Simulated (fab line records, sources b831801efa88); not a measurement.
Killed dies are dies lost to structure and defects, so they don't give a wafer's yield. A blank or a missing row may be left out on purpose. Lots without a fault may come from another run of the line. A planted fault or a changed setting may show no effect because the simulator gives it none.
Which tool did it? | flow sky130 | 13 lots, 39 wafers sampled, at 2 steps of a route of 708

WHAT THE GAUGES READ, wafer by wafer
SKY_POLY_GATE_THK_MEAS_01.
lot  | measured     | on            | POLY_GATE_CVD_00_THK (nm)
L967 | day 14 19:21 | film_metro-02 | 177.6 178.3 177.0
L970 | day 15 22:26 | film_metro-02 | 177.6 179.2 179.9
L971 | day 16 05:32 | film_metro-01 | 181.1 180.9 181.8
L972 | day 16 14:01 | film_metro-01 | 154.5 153.3 154.4
L973 | day 16 14:01 | film_metro-02 | 152.2 153.2 153.3
L974 | day 17 02:39 | film_metro-04 | 153.9 154.1 154.4
L983 | day 20 03:22 | film_metro-02 | 180.6 181.5 179.6
L984 | day 20 18:33 | film_metro-01 | 180.5 181.2 180.2
L985 | day 20 18:32 | film_metro-04 | 182.9 181.9 181.6
L987 | day 21 10:43 | film_metro-04 | 181.3 180.8 181.2
L986 | day 21 12:04 | film_metro-01 | 181.6 182.8 182.9
L988 | day 21 21:08 | film_metro-01 | 179.4 180.5 180.4
L989 | day 22 07:53 | film_metro-04 | 181.2 183.0 181.1

WHICH TOOL RAN EACH LOT (tool, then ch and the chambers of the sampled wafers, then the start)
lot  | SKY_POLY_GATE_CVD_00
L967 | lpcvd-01 ch 0, day 14 18:09
L970 | lpcvd-01 ch 0, day 15 21:14
L971 | lpcvd-01 ch 1, day 16 04:20
L972 | lpcvd-01 ch 1, day 16 12:48
L973 | lpcvd-01 ch 0, day 16 12:48
L974 | lpcvd-01 ch 1, day 17 01:25
L983 | lpcvd-01 ch 1, day 20 02:09
L984 | lpcvd-01 ch 0, day 20 17:20
L985 | lpcvd-01 ch 1, day 20 17:20
L987 | lpcvd-01 ch 0, day 21 09:31
L986 | lpcvd-01 ch 0, day 21 10:52
L988 | lpcvd-01 ch 0, day 21 19:56
L989 | lpcvd-01 ch 1, day 22 06:40
- SKY_POLY_GATE_CVD_00: deposits poly-Si, target thk 180 nm, time 720 s.

WHAT THE TOOLS THEMSELVES READ (means of the sampled wafers that have a number; where no wafer has one, the mark that the record gives instead)
SKY_POLY_GATE_CVD_00.
lot  | tool     | spike_tc_bottom_C (C) | spike_tc_centre_C (C) | spike_tc_lower_C (C) | spike_tc_top_C (C) | spike_tc_upper_C (C) | susceptor_temp_C (C) | zone_power_upper_pct (%)
L967 | lpcvd-01 | 644.0                 | 621.0                 | 619.7                | 641.3              | 620.9                | 619.5                | 7.4
L970 | lpcvd-01 | 643.6                 | 620.7                 | 620.7                | 640.8              | 621.0                | 620.0                | 7.2
L971 | lpcvd-01 | 641.6                 | 620.2                 | 619.4                | 644.4              | 620.8                | 619.8                | 10.1
L972 | lpcvd-01 | 634.3                 | 612.1                 | 611.8                | 637.3              | 613.2                | 612.7                | 9.9
L973 | lpcvd-01 | 635.9                 | 612.8                 | 611.8                | 634.3              | 613.8                | 613.1                | 7.2
L974 | lpcvd-01 | 634.5                 | 613.0                 | 611.6                | 637.2              | 613.5                | 613.1                | 9.9
L983 | lpcvd-01 | 641.4                 | 620.6                 | 619.1                | 644.7              | 620.0                | 619.9                | 10.1
L984 | lpcvd-01 | 643.5                 | 620.4                 | 619.6                | 640.9              | 620.9                | 619.8                | 7.3
L985 | lpcvd-01 | 641.5                 | 619.7                 | 619.1                | 645.2              | 619.7                | 620.2                | 10.2
L987 | lpcvd-01 | 643.5                 | 620.6                 | 619.3                | 640.9              | 620.6                | 620.0                | 7.3
L986 | lpcvd-01 | 643.7                 | 620.7                 | 619.5                | 641.5              | 620.8                | 620.0                | 7.4
L988 | lpcvd-01 | 642.1                 | 621.9                 | 620.4                | 640.5              | 621.5                | 620.3                | 7.4
L989 | lpcvd-01 | 641.4                 | 619.8                 | 619.4                | 645.6              | 620.9                | 619.8                | 10.0

THE ANSWER, worked out from the rows above alone
Rule: what is usual is taken from the lots themselves. Put in order of their means at a reading, lots are off if they are a third of the lots or fewer, leave a main group of 4 or more, and stand apart from it by a gap of 3 or more times the standard deviation of the main group's means; of several such gaps the widest counts. A main group whose means are all the same, to the digits that the tables above print for the reading, isn't used. A lot without any number at a reading at which 4 lots or more have one is off too. The other lots that the step has rows for count as sound. The gauges are gone through in route order, then the tools' own readings, and for those a lot's mean is taken as printed above. The first step at which some lot is off is used, and at that step the reading that is off furthest; a lot without a number counts as furthest.
Off: L972, L973, L974, at SKY_POLY_GATE_THK_MEAS_01 (POLY_GATE_CVD_00_THK). The main group: mean 180.7 nm, standard deviation 1.4.
A tool fits if, at a process step before that reading, it ran every lot that is off, and no sound lot after the first of them. The gauges at SKY_POLY_GATE_THK_MEAS_01 aren't tried: what is off there is off at SKY_POLY_GATE_CVD_00 too, on other tools, and a gauge's error can't cause that. None of those tried fits.

WHAT THE SIMULATOR HAD PUT IN
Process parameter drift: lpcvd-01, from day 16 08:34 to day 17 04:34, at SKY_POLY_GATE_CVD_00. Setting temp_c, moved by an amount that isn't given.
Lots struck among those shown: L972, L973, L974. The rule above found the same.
